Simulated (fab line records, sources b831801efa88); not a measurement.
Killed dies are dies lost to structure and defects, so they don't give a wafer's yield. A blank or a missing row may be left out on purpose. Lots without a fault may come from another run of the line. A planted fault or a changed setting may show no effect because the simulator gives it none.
Which tool did it? | flow sky130 | 9 lots, 27 wafers sampled, at 6 steps of a route of 708

WHAT THE GAUGES READ, wafer by wafer
SKY_VIA4_RS_MEAS_19: measures by four-point-probe.
lot  | measured     | on            | VIA4_W_RS (ohm/sq)
L483 | day 43 04:19 | film_metro-02 | 0.2260 0.2278 0.2323
L484 | day 43 08:16 | film_metro-02 | 0.2293 0.2271 0.2280
L488 | day 44 13:44 | film_metro-02 | 0.2234 0.2209 0.2257
L490 | day 44 23:52 | film_metro-01 | 0.2268 0.2255 0.2262
L491 | day 45 05:57 | film_metro-01 | 0.2275 0.2302 0.2246
L494 | day 46 05:27 | film_metro-03 | 0.4296 0.2266 0.4281
L495 | day 46 07:36 | film_metro-01 | 0.2219 0.2225 0.2234
L496 | day 46 10:13 | film_metro-02 | 0.2269 0.4395 0.2270
L505 | day 48 09:17 | film_metro-02 | 0.2276 0.2247 0.2279

SKY_VIA4_THK_MEAS_20: measures by xrf.
lot  | measured     | on            | VIA4_W_THK (nm)
L483 | day 43 04:25 | film_metro-02 | 500 496 488
L484 | day 43 08:22 | film_metro-02 | 492 495 496
L488 | day 44 13:51 | film_metro-02 | 499 506 495
L490 | day 44 23:58 | film_metro-01 | 497 499 496
L491 | day 45 06:03 | film_metro-01 | 496 487 504
L494 | day 46 05:34 | film_metro-03 | 265 491 262
L495 | day 46 07:43 | film_metro-01 | 508 502 500
L496 | day 46 10:19 | film_metro-02 | 496 259 495
L505 | day 48 09:24 | film_metro-02 | 495 501 493

WHICH TOOL RAN EACH LOT (tool, then ch and the chambers of the sampled wafers, then the start)
lot  | SKY_METAL4_DESCUM_15              | SKY_METAL4_ETCH_16                | SKY_METAL4_STRIP_19                  | SKY_VIA4_CVD_18
L483 | rie_metal-02 ch 0,1, day 42 01:58 | rie_metal-02 ch 0,1, day 42 01:59 | plasma_asher-01 ch 0, day 42 02:17   | cvd_w-01 ch 0,1, day 43 04:08
L484 | rie_metal-04 ch 0,1, day 42 06:34 | rie_metal-04 ch 0,1, day 42 06:37 | plasma_asher-04 ch 0,1, day 42 06:55 | cvd_w-01 ch 0,1, day 43 08:07
L488 | rie_metal-04 ch 0, day 43 11:57   | rie_metal-04 ch 0, day 43 11:59   | plasma_asher-03 ch 0, day 43 12:17   | cvd_w-02 ch 0,1, day 44 13:34
L490 | rie_metal-04 ch 0,1, day 43 23:58 | rie_metal-04 ch 0,1, day 44 00:01 | plasma_asher-04 ch 0,1, day 44 00:19 | cvd_w-01 ch 0,1, day 44 23:43
L491 | rie_metal-02 ch 0,1, day 44 06:01 | rie_metal-02 ch 0,1, day 44 06:04 | plasma_asher-01 ch 0,1, day 44 06:22 | cvd_w-01 ch 0,1, day 45 05:49
L494 | rie_metal-02 ch 0,1, day 45 06:18 | rie_metal-02 ch 0,1, day 45 06:20 | plasma_asher-03 ch 0,1, day 45 06:38 | cvd_w-01 ch 0,1, day 46 05:17
L495 | rie_metal-01 ch 0,1, day 45 08:30 | rie_metal-01 ch 0,1, day 45 08:32 | plasma_asher-04 ch 0,1, day 45 08:50 | cvd_w-02 ch 0,1, day 46 07:25
L496 | rie_metal-02 ch 0,1, day 45 10:55 | rie_metal-02 ch 0,1, day 45 10:58 | plasma_asher-04 ch 0,1, day 45 11:16 | cvd_w-01 ch 0,1, day 46 10:04
L505 | rie_metal-02 ch 0,1, day 47 11:19 | rie_metal-02 ch 0,1, day 47 11:20 | plasma_asher-04 ch 0,1, day 47 11:38 | cvd_w-02 ch 0,1, day 48 09:07
- SKY_METAL4_DESCUM_15: chemistry O2, time 8 s.
- SKY_METAL4_ETCH_16: etches BARC in N2/H2, stops on SiO2, time 88.2 s, target depth 60 nm.
- SKY_METAL4_STRIP_19: strips in O2/N2.
- SKY_VIA4_CVD_18: deposits W, target thk 505 nm, time 152.14 s.

WHAT THE TOOLS THEMSELVES READ (means of the sampled wafers that have a number; where no wafer has one, the mark that the record gives instead)
SKY_METAL4_DESCUM_15.
lot  | tool         | drypump_motor_current_A (A) | oes_product_au (a.u.) | temp_c (C)
L483 | rie_metal-02 | 5.9                         | 1.005                 | 40.08
L484 | rie_metal-04 | 5.9                         | 1.003                 | 40.04
L488 | rie_metal-04 | 6.3                         | 1.008                 | 40.11
L490 | rie_metal-04 | 6.1                         | 1.005                 | 40.07
L491 | rie_metal-02 | 5.7                         | 1.012                 | 39.97
L494 | rie_metal-02 | 5.8                         | 1.005                 | 39.97
L495 | rie_metal-01 | 6.3                         | 0.994                 | 40.06
L496 | rie_metal-02 | 6.0                         | 0.996                 | 40.17
L505 | rie_metal-02 | 5.8                         | 0.998                 | 39.98

SKY_METAL4_ETCH_16.
lot  | tool         | drypump_motor_current_A (A) | oes_product_au (a.u.) | throttle_valve_pct (%)
L483 | rie_metal-02 | 5.9                         | 0.625                 | 13.210
L484 | rie_metal-04 | 5.9                         | 0.622                 | 13.202
L488 | rie_metal-04 | 6.3                         | 0.621                 | 13.201
L490 | rie_metal-04 | 6.1                         | 0.626                 | 13.207
L491 | rie_metal-02 | 5.8                         | 0.627                 | 13.206
L494 | rie_metal-02 | 5.8                         | 0.627                 | 13.202
L495 | rie_metal-01 | 6.3                         | 0.629                 | 13.204
L496 | rie_metal-02 | 6.0                         | 0.625                 | 13.211
L505 | rie_metal-02 | 5.8                         | 0.626                 | 13.207

SKY_METAL4_STRIP_19.
lot  | tool            | drypump_motor_current_A (A) | oes_product_au (a.u.) | strip_time_to_endpoint_s (s)
L483 | plasma_asher-01 | 6.7                         | 0.502                 | 6.50
L484 | plasma_asher-04 | 6.1                         | 0.503                 | 6.57
L488 | plasma_asher-03 | 6.2                         | 0.503                 | 6.53
L490 | plasma_asher-04 | 6.2                         | 0.505                 | 6.55
L491 | plasma_asher-01 | 6.0                         | 0.500                 | 6.54
L494 | plasma_asher-03 | 5.9                         | 0.503                 | 6.53
L495 | plasma_asher-04 | 6.1                         | 0.506                 | 6.53
L496 | plasma_asher-04 | 6.1                         | 0.503                 | 6.61
L505 | plasma_asher-04 | 6.1                         | 0.504                 | 6.58

SKY_VIA4_CVD_18.
lot  | tool     | chamber_pressure_Torr (Torr) | heater_power_w (W)
L483 | cvd_w-01 | 39.97                        | 810
L484 | cvd_w-01 | 40.02                        | 801
L488 | cvd_w-02 | 40.04                        | 880
L490 | cvd_w-01 | 39.97                        | 820
L491 | cvd_w-01 | 39.93                        | 852
L494 | cvd_w-01 | 40.00                        | 816
L495 | cvd_w-02 | 40.06                        | 904
L496 | cvd_w-01 | 40.09                        | 856
L505 | cvd_w-02 | 40.08                        | 928

THE ANSWER, worked out from the rows above alone
Rule: what is usual is taken from the lots themselves. Put in order of their means at a reading, lots are off if they are a third of the lots or fewer, leave a main group of 4 or more, and stand apart from it by a gap of 3 or more times the standard deviation of the main group's means; of several such gaps the widest counts. A main group whose means are all the same, to the digits that the tables above print for the reading, isn't used. A lot without any number at a reading at which 4 lots or more have one is off too. The other lots that the step has rows for count as sound. The gauges are gone through in route order, then the tools' own readings, and for those a lot's mean is taken as printed above. The first step at which some lot is off is used, and at that step the reading that is off furthest; a lot without a number counts as furthest.
Off: L494, L496, at SKY_VIA4_RS_MEAS_19 (VIA4_W_RS). The main group: mean 0.2262 ohm/sq, standard deviation 0.0022.
A tool fits if, at a process step before that reading, it ran every lot that is off, and no sound lot after the first of them. The gauges at SKY_VIA4_RS_MEAS_19 are tried like those tools. One fits: cvd_w-01 at SKY_VIA4_CVD_18. Its last sound lot is L491 (day 45 05:49), its first lot that is off L494 (day 46 05:17): a fault that began between those two fits.

WHAT THE SIMULATOR HAD PUT IN
Process parameter drift: cvd_w-01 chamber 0, from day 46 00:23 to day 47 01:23, at SKY_VIA4_CVD_18. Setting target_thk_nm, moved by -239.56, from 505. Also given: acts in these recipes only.
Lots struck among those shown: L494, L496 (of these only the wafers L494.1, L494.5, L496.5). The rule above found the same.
